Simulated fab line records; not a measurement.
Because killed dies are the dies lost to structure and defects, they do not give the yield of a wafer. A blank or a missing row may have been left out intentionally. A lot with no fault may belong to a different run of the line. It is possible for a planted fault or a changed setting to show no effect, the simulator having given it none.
A single fault, viewed from 2 desks -- flow sky130 -- numbers are kept per desk, each desk with only its own; the story behind them comes last

FROM THE METROLOGY DESK
What the gauges read, lot by lot, whatever tool the lot ran on: means of the sampled wafers that have a number. The brackets show how far a lot's mean lies from the usual mean; more than 4 standard deviations puts the lot out of limits, marked OUT.
Columns: A = CAPM_TIN_THK at SKY_CAPM_THK_MEAS_04, usual 199.2 nm; B = cdNm at SKY_VIA3_CD_MEAS_12, usual 199.9 nm
lot,first seen here,A,B
L738,day 36 07:04,201.0,199.1
L739,day 36 09:47,201.3,200.3
L740,day 37 02:19,202.8,197.8
L741,day 37 15:34,203.3,200.8
L743,day 38 05:58,194.1,198.8
L742,day 38 08:18,196.1,201.3
L746,day 39 01:46,198.9,197.7
L751,day 40 18:43,198.5,200.9
L752,day 40 20:10,200.1,201.1
L753,day 41 03:00,203.7,198.7
L754,day 41 11:23,195.2,199.7
L755,day 42 10:22,199.9,200.6
L758,day 42 10:58,199.9,198.9
Result from this desk: across the 13 lots, nothing is out of limits.

TOOL OWNER'S DESK, plasmaAsher-01
The tool's own readings at SKY_VT_ADJUST_HVTR_STRIP_10 (strips in O2/N2): means of the sampled wafers that have a number, for each lot that ran on this tool. The brackets show how far a lot's mean lies from the usual mean; more than 4 standard deviations puts the lot out of limits, marked OUT.
Columns: A = drypumpMotorCurrentA at SKY_VT_ADJUST_HVTR_STRIP_10, usual 5.58 A; B = oesProductAu at SKY_VT_ADJUST_HVTR_STRIP_10, usual 0.716 a.u.; C = stripTimeToEndpointS at SKY_VT_ADJUST_HVTR_STRIP_10, usual 14.20 s
lot,first seen here,A,B,C
L738,day 9 12:24,5.71,0.720,14.15
L739,day 9 14:56,5.83,0.718,14.19
L740,day 10 02:59,5.53,0.716,14.17
L741,day 10 11:53,5.62,0.710,14.27
L742,day 10 17:44,5.63,0.713,14.20
L751,day 13 10:47,5.72,0.713,14.21
L755,day 15 07:47,5.82,0.715,14.21
L758,day 15 19:08,5.83,0.713,14.20
Result from this desk: across the 8 lots, nothing is out of limits.

ALL TOGETHER
Nothing out of limits was seen by the metrology desk.
The tool owner's desk saw nothing out of limits.

WHAT WAS PUT IN BY THE SIMULATOR
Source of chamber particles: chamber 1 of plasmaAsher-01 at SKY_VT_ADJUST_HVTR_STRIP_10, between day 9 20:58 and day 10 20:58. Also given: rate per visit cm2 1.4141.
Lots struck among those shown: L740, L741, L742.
